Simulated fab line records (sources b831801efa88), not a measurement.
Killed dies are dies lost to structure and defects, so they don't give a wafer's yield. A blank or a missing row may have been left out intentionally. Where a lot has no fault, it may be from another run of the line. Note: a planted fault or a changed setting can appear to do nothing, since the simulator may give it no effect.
fab line records -- flow sky130 -- part 2 of 2: steps 26 to 34 of 34
[record] lots = 5, wafers = 15, last-day = 49
route steps=708 shown PWDE@46 NWELL@56
lots with no fault: from the same line, run without faults
start-h: hours from the record's first day to the start of the lot's first wafer shown -- wait-h: hours since the lot's step before -- " unchanged from the row above -- L1.1+2: one row covering several wafers at once -- - no value present, or no start provided -- * or withheld: withheld -- < > ~ a bound
route shown NAME@n: a module of which the file shows steps, and the number in the route of the first -- usual: mean and standard deviation over wafers with no fault -- same: alike in all rows -- chamber/n: place in a boat -- sites: per-site readings -- _std_site: standard deviation of those values -- _edge_site: inner sites' mean taken away from outer sites' mean -- radius-mm: for every site, how far away it sits from the centre of the wafer -- mask NAME#n: copy n -- behind: tool/chamber where the wafer was last shaped -- hold: the reason the lot was held/the length of the hold in hours/how it ended -- device: which transistor (n, p or np) failed to switch -- end of line: tests run on the same wafers once the route is complete -- where a step has no rows: the recipe by itself -- killed: dies that structure and defects cost at the first sort, which is not the same as the wafer's yield -- map: a wafer's dies, x killed, . not, _ none there
set.NAME: setting as actually run; set.NAME@STEP: the setting as run at that earlier step -- model.NAME: the simulator's own value behind a step, which no gauge read
a table for each step, a row for each wafer; lots at some steps of the route
services: a tool's chamber out of use, with start hour (start-h, from the record's first day; less than 0 if before it), hours out, and reason
[[steps]]
[step SKY_NWELL_COAT_18]
[recipe] spin-rpm = 2000, resist-thk-nm = 3000
[usual] exhaust-pa = 45.0/0.78
lot.wafer,tool,chamber,start-h,wait-h,exhaust-pa
L075.1,litho-track-02,0,103.17,0.1,43.2
L075.2,litho-track-02,0,103.17,0.1,44.0
L075.3,litho-track-02,0,103.17,0.1,43.1
L088.3,litho-track-02,0,175.67,0.1,45.8
L088.5,litho-track-02,0,175.67,0.1,44.2
L088.6,litho-track-02,0,175.67,0.1,44.1
L089.1,litho-track-02,0,183.47,0.1,45.3
L089.3,litho-track-02,0,183.47,0.1,44.4
L089.6,litho-track-02,0,183.47,0.1,43.9
L091.4,litho-track-02,0,195.54,0.1,46.1
L091.5,litho-track-02,0,195.54,0.1,46.1
L091.6,litho-track-02,0,195.54,0.1,45.9
L092.2,litho-track-03,0,198.99,0.1,45.1
L092.3,litho-track-03,0,198.99,0.1,44.7
L092.4,litho-track-03,0,198.99,0.1,44.1
[step SKY_NWELL_SOFTBAKE_19]
[recipe] temp-c = 110, time-s = withheld
[usual] exhaust-pa = 44.9/0.89, plate-temp-C = 109.99/0.13
lot.wafer,tool,chamber,start-h,wait-h,exhaust-pa,plate-temp-C
L075.1,litho-track-02,0,103.32,0.1,44.0,110.01
L075.2,litho-track-02,0,103.32,0.1,46.0,109.88
L075.3,litho-track-02,0,103.32,0.1,44.5,110.03
L088.3,litho-track-02,0,175.83,0.1,44.9,110.09
L088.5,litho-track-02,0,175.83,0.1,44.5,110.14
L088.6,litho-track-02,0,175.83,0.1,45.6,110.16
L089.1,litho-track-02,0,183.62,0.1,45.0,109.77
L089.3,litho-track-02,0,183.62,0.1,45.4,109.65
L089.6,litho-track-02,0,183.62,0.1,44.2,109.80
L091.4,litho-track-02,0,195.72,0.1,46.0,109.82
L091.5,litho-track-02,0,195.72,0.1,46.0,109.72
L091.6,litho-track-02,0,195.72,0.1,46.3,109.86
L092.2,litho-track-03,0,199.15,0.1,45.1,110.04
L092.3,litho-track-03,0,199.15,0.1,44.6,109.67
L092.4,litho-track-03,0,199.15,0.1,44.7,109.84
[step SKY_NWELL_EXPOSE_20]
[recipe] mask-id = NWM_COMPLEMENT, na = 0.6, source-shape = conventional, sigma-outer = 0.6, polarization = unpolarized, target-cd-nm = 840, dose-mj = 260
lot.wafer,tool,chamber,start-h,wait-h,mask
L075.1+2+3,iline-stepper-01,0,-,-,NWM_COMPLEMENT#0
L088.3+5+6,iline-stepper-01,0,-,-,NWM_COMPLEMENT#0
L089.1+3+6,iline-stepper-01,0,-,-,NWM_COMPLEMENT#0
L091.4+5+6,iline-stepper-01,0,-,-,NWM_COMPLEMENT#0
L092.2+3+4,iline-stepper-02,0,-,-,NWM_COMPLEMENT#0
[step SKY_NWELL_PEB_21]
[recipe] temp-c = 115, time-s = withheld
[usual] exhaust-pa = 44.8/0.94, plate-temp-C = 115.01/0.13
lot.wafer,tool,chamber,start-h,wait-h,exhaust-pa,plate-temp-C
L075.1,litho-track-03,0,-,-,44.5,115.27
L075.2,litho-track-03,0,-,-,43.2,115.20
L075.3,litho-track-03,0,-,-,44.8,115.26
L088.3,litho-track-03,0,-,-,45.7,114.92
L088.5,litho-track-03,0,-,-,44.7,115.18
L088.6,litho-track-03,0,-,-,45.4,115.17
L089.1,litho-track-04,0,-,-,45.4,115.08
L089.3,litho-track-04,0,-,-,44.7,114.85
L089.6,litho-track-04,0,-,-,45.6,114.96
L091.4,litho-track-03,0,-,-,44.5,114.81
L091.5,litho-track-03,0,-,-,45.3,114.87
L091.6,litho-track-03,0,-,-,45.0,114.92
L092.2,litho-track-03,0,-,-,43.0,114.97
L092.3,litho-track-03,0,-,-,43.5,115.13
L092.4,litho-track-03,0,-,-,42.8,115.16
[step SKY_NWELL_DEVELOP_22]
[recipe] wall-angle-deg = 90, developer = TMAH, develop-time-s = 60, dev-temp-c = 23
[usual] exhaust-pa = 45.1/0.91
lot.wafer,tool,chamber,start-h,wait-h,exhaust-pa
L075.1,litho-track-03,0,-,-,43.0
L075.2,litho-track-03,0,-,-,44.2
L075.3,litho-track-03,0,-,-,42.7
L088.3,litho-track-03,0,-,-,45.4
L088.5,litho-track-03,0,-,-,44.7
L088.6,litho-track-03,0,-,-,45.7
L089.1,litho-track-04,0,-,-,46.5
L089.3,litho-track-04,0,-,-,44.7
L089.6,litho-track-04,0,-,-,44.7
L091.4,litho-track-03,0,-,-,44.3
L091.5,litho-track-03,0,-,-,45.6
L091.6,litho-track-03,0,-,-,45.8
L092.2,litho-track-03,0,-,-,44.5
L092.3,litho-track-03,0,-,-,44.7
L092.4,litho-track-03,0,-,-,43.9
[step SKY_NWELL_OVL_MEAS_23]
[usual] NWELL_01_OVL = -0.9/1.4
lot.wafer,tool,chamber,start-h,wait-h,NWELL_01_OVL[nm]
L075.1,overlay-02,-,112.77,-,0.6
L075.2,overlay-02,-,112.77,-,0.0
L075.3,overlay-02,-,112.77,-,1.2
L088.3,overlay-02,-,186.16,-,-2.6
L088.5,overlay-02,-,186.16,-,-2.8
L088.6,overlay-02,-,186.16,-,-2.3
L089.1,overlay-02,-,194.58,-,-0.9
L089.3,overlay-02,-,194.58,-,1.9
L089.6,overlay-02,-,194.58,-,0.4
L091.4,overlay-02,-,207.33,-,-0.2
L091.5,overlay-02,-,207.33,-,-1.2
L091.6,overlay-02,-,207.33,-,0.9
L092.2,overlay-02,-,210.17,-,-3.2
L092.3,overlay-02,-,210.17,-,-2.5
L092.4,overlay-02,-,210.17,-,-5.3
[step SKY_NWELL_IMPLANT_24]
[recipe] species = B, energy-kev = 140, dose-cm2 = 9.2e+12, tilt-deg = withheld
[usual] dose-ions-cm2 = 9.199e+12/9.9e+09
lot.wafer,tool,chamber,start-h,wait-h,dose-ions-cm2
L075.1,implanter-01,0,112.80,0.0,9.202e+12
L075.2,implanter-01,0,112.80,0.0,9.202e+12
L075.3,implanter-01,0,112.80,0.0,9.197e+12
L088.3,implanter-03,0,186.23,0.1,9.193e+12
L088.5,implanter-03,0,186.23,0.1,9.203e+12
L088.6,implanter-03,0,186.23,0.1,9.185e+12
L089.1,implanter-04,0,194.61,0.0,9.189e+12
L089.3,implanter-04,0,194.61,0.0,9.199e+12
L089.6,implanter-04,0,194.61,0.0,9.194e+12
L091.4,implanter-03,0,207.43,0.1,9.201e+12
L091.5,implanter-03,0,207.43,0.1,9.191e+12
L091.6,implanter-03,0,207.43,0.1,9.195e+12
L092.2,implanter-01,0,210.23,0.0,9.195e+12
L092.3,implanter-01,0,210.23,0.0,9.192e+12
L092.4,implanter-01,0,210.23,0.0,9.192e+12
[step SKY_NWELL_STRIP_25]
[recipe] chemistry = O2/N2, power-w = 1400, pressure-mtorr = 1500, platen-temp-c = withheld, o2-flow-sccm = 3000, n2-flow-sccm = 300, overash-fraction = 0.5
[usual] drypump-motor-current-A = 5.6/0.63, n2-flow-sccm = 300.0/0.93, oes-product-au = 0.723/0.0042, strip-time-to-endpoint-s = 36.92/0.11
lot.wafer,tool,chamber,start-h,wait-h,drypump-motor-current-A,n2-flow-sccm,oes-product-au,rf-hours-counter-h,strip-time-to-endpoint-s
L075.1,plasma-asher-03,0,112.95,0.1,5.1,299.6,0.720,43,36.74
L075.2,plasma-asher-03,1,112.95,0.1,5.6,299.0,0.723,43,36.76
L075.3,plasma-asher-03,0,112.95,0.1,5.1,299.8,0.725,-,36.79
L088.3,plasma-asher-01,1,186.36,0.1,5.0,300.4,0.715,-,36.78
L088.5,plasma-asher-01,1,186.36,0.1,5.0,299.8,0.727,-,36.80
L088.6,plasma-asher-01,0,186.36,0.1,5.4,299.5,0.728,-,36.80
L089.1,plasma-asher-01,1,194.76,0.1,5.0,299.8,0.727,39,36.90
L089.3,plasma-asher-01,0,194.76,0.1,5.4,301.0,0.727,-,36.83
L089.6,plasma-asher-01,1,194.76,0.1,5.0,299.8,0.717,-,36.87
L091.4,plasma-asher-02,0,207.53,0.1,5.5,299.2,0.722,-,36.75
L091.5,plasma-asher-02,0,207.53,0.1,5.5,298.8,0.722,-,36.97
L091.6,plasma-asher-02,1,207.53,0.1,6.7,300.4,0.721,-,36.84
L092.2,plasma-asher-02,0,210.35,0.1,5.5,302.5,0.725,53,37.02
L092.3,plasma-asher-02,0,210.35,0.1,5.5,302.5,0.728,-,37.06
L092.4,plasma-asher-02,1,210.35,0.1,6.7,299.6,0.727,-,37.06
[step SKY_NWELL_TW_MEAS_26]
[usual] NWELL_2_TW = 491/4
lot.wafer,tool,chamber,start-h,wait-h,NWELL_2_TW
L075.1,film-metro-04,-,113.05,0.1,494
L075.2,film-metro-04,-,113.05,0.1,498
L075.3,film-metro-04,-,113.05,0.1,496
L088.3,film-metro-02,-,186.45,0.1,492
L088.5,film-metro-02,-,186.45,0.1,489
L088.6,film-metro-02,-,186.45,0.1,489
L089.1,film-metro-04,-,194.86,0.1,492
L089.3,film-metro-04,-,194.86,0.1,493
L089.6,film-metro-04,-,194.86,0.1,495
L091.4,film-metro-02,-,207.63,0.1,492
L091.5,film-metro-02,-,207.63,0.1,490
L091.6,film-metro-02,-,207.63,0.1,488
L092.2,film-metro-03,-,210.46,0.1,485
L092.3,film-metro-03,-,210.46,0.1,487
L092.4,film-metro-03,-,210.46,0.1,487
[[services]]
tool,chamber,start-h,hours,kind
implanter-02,-,46.03,3.8,pm
iline-stepper-02,-,64.65,1.7,pm
plasma-asher-02,-,81.77,1.3,repair
iline-stepper-01,-,84.77,1.1,repair
iline-stepper-01,0,87.53,-,calibration
iline-stepper-02,-,99.92,4.4,pm
implanter-04,-,111.20,16.9,pm
implanter-01,-,133.62,1.6,repair
implanter-04,-,134.32,3.9,pm
implanter-01,-,147.70,1.8,repair
iline-stepper-02,-,150.49,0.8,repair
iline-stepper-02,0,162.00,-,calibration
plasma-asher-03,-,168.11,0.9,repair
implanter-02,-,169.92,1.7,repair
implanter-01,-,194.71,5.2,repair
implanter-01,-,195.79,10.5,repair
implanter-03,-,210.03,4.1,pm
